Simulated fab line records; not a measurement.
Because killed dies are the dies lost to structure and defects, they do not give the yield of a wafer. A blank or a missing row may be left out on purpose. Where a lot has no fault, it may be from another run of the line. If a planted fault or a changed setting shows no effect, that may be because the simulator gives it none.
A sampling plan put to the test	flow gf180mcu	one fab line, 18 faults that these records tell of, each judged on the records of the lots that it struck
What counts as the plan is the set of the line's own looks, namely the steps on the route at which a gauge or an inspection reads a wafer and does not change it. A look can be judged if struck wafers have a number there and the file gives its usual mean and standard deviation on fault-free wafers. Caught: the struck wafers' mean, at a look after the fault's first step, is 4 or more of those standard deviations (sigma) away from the usual mean. On the tool: the test repeated on the tool's own readings taken at the fault's steps. Also counted as caught: the struck wafers showing another recipe, or a record that is empty for them alone.

## THE FAULTS, as the simulator had put them in
1. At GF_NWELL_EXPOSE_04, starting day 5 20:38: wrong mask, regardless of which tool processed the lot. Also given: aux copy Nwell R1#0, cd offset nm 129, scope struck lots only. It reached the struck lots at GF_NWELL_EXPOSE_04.
2. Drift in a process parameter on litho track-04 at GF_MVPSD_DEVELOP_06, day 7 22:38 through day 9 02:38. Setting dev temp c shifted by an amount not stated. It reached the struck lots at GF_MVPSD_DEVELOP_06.
3. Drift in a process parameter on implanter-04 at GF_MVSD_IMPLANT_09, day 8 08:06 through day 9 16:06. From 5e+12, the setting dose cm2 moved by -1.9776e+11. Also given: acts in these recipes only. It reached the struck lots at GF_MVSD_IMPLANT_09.
4. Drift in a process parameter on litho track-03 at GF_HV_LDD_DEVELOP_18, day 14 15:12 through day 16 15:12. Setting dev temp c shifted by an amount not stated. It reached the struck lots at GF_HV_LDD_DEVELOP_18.
5. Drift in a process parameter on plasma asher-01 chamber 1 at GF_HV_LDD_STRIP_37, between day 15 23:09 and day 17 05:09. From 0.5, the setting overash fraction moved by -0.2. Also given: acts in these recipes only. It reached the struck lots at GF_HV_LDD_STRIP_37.
6. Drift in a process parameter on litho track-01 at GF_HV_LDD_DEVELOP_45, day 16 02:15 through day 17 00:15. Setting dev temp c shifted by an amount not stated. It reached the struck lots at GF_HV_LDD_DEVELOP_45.
7. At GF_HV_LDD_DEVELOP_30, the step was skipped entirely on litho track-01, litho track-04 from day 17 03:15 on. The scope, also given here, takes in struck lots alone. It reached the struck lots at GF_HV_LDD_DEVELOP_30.
8. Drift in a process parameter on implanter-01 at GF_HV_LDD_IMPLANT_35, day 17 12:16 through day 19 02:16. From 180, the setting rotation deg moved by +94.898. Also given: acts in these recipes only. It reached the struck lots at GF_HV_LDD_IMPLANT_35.
9. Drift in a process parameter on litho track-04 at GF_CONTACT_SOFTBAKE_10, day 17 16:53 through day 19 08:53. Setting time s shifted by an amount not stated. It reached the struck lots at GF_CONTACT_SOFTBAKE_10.
10. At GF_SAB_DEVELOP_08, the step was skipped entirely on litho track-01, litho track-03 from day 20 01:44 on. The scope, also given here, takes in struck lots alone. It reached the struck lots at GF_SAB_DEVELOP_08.
11. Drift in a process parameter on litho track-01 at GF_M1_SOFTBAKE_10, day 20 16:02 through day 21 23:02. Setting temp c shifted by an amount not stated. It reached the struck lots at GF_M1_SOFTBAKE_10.
12. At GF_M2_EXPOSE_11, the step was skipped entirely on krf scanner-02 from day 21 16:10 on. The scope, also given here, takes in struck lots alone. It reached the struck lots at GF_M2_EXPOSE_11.
13. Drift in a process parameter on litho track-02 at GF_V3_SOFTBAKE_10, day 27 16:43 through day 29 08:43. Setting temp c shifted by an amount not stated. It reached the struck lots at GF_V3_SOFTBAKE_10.
14. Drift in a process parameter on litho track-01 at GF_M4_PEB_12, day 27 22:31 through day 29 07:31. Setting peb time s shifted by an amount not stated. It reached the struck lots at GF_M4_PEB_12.
15. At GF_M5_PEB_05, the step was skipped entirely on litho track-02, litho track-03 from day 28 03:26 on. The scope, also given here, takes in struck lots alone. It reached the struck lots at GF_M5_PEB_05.
16. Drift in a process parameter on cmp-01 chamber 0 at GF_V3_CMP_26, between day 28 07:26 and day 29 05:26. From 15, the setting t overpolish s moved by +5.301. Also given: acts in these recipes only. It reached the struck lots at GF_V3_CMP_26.
17. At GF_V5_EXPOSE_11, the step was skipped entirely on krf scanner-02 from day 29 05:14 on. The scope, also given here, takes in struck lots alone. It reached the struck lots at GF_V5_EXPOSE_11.
18. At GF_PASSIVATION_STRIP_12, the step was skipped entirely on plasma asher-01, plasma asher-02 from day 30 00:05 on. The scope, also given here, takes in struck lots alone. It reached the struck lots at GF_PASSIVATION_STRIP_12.

## WHAT THE PLAN SAW
fault	on the tool itself	first look that catches it	reading, sigma	median hours from its first step to that look	hours from the fault's start to the first struck lot there	judged looks passed uncaught
1	under 2 sigma	no look after it can be judged	-	-	-	0
2	developer temp C -8.9 sigma	not the one look that can be judged after it	-	-	-	1
3	dose ions cm2 -38 sigma	no look after it can be judged	-	-	-	0
4	developer temp C -10 sigma	none of the 2 looks that can be judged after it	-	-	-	2
5	oes product au +9.0 sigma	no look after it can be judged	-	-	-	0
6	developer temp C -24 sigma	not the one look that can be judged after it	-	-	-	1
7	the tool's record is blank for the struck wafers	not the one look that can be judged after it	-	-	-	1
8	rotation deg +99 or beyond sigma	no look after it can be judged	-	-	-	0
9	heater power total W +21 sigma	no look after it can be judged	-	-	-	0
10	the tool's record is blank for the struck wafers	no look after it can be judged	-	-	-	0
11	heater power total W -20 sigma	not the one look that can be judged after it	strongest: cd nm at GF_M1_CD_MEAS_14, +2.5	-	-	1
12	no reading that can be judged	no look after it can be judged	-	-	-	0
13	heater power total W +99 or beyond sigma	GF_V3_CD_MEAS_14	cd nm +21	10.2	11	0
14	heater power total W +19 sigma	no look after it can be judged	-	-	-	0
15	the tool's record is blank for the struck wafers	no look after it can be judged	-	-	-	0
16	overpolish run s +99 or beyond sigma	no look after it can be judged	-	-	-	0
17	no reading that can be judged	no look after it can be judged	-	-	-	0
18	the tool's record is blank for the struck wafers	no look after it can be judged	-	-	-	0
A dash: the fault is not caught, or the number is missing from these records.

Caught at a look: 1 of 18. Caught on the tool: 15 of 18. By one or the other: 15 of 18.
On the tool alone, faults 2, 3, 4, 5, 6, 7, 8, 9, 10, 11, 14, 15, 16, 18 were caught.
Caught by neither: faults 1, 12, 17.

## THINNER SAMPLING
If the look that catches a fault measured only every second or every third lot, by lot number, the first struck lot would be measured this late in the worst case:
fault	struck lots at that look, in order of time	every lot	every second lot	every third lot
13	L564, L569, L570	11 h	45 h	may miss all 3
Hours are from the fault's start to the first struck lot that is measured. Since the struck wafers were tested as one group against 4 sigma, a single lot by itself may lie under the limit. Other struck lots may not be in these records.

## THE LONGEST TIMED WAY FROM STEP TO LOOK
Fault 13: the median time between GF_V3_SOFTBAKE_10 and GF_V3_CD_MEAS_14 is 10.2 hours. No look between them can be judged.
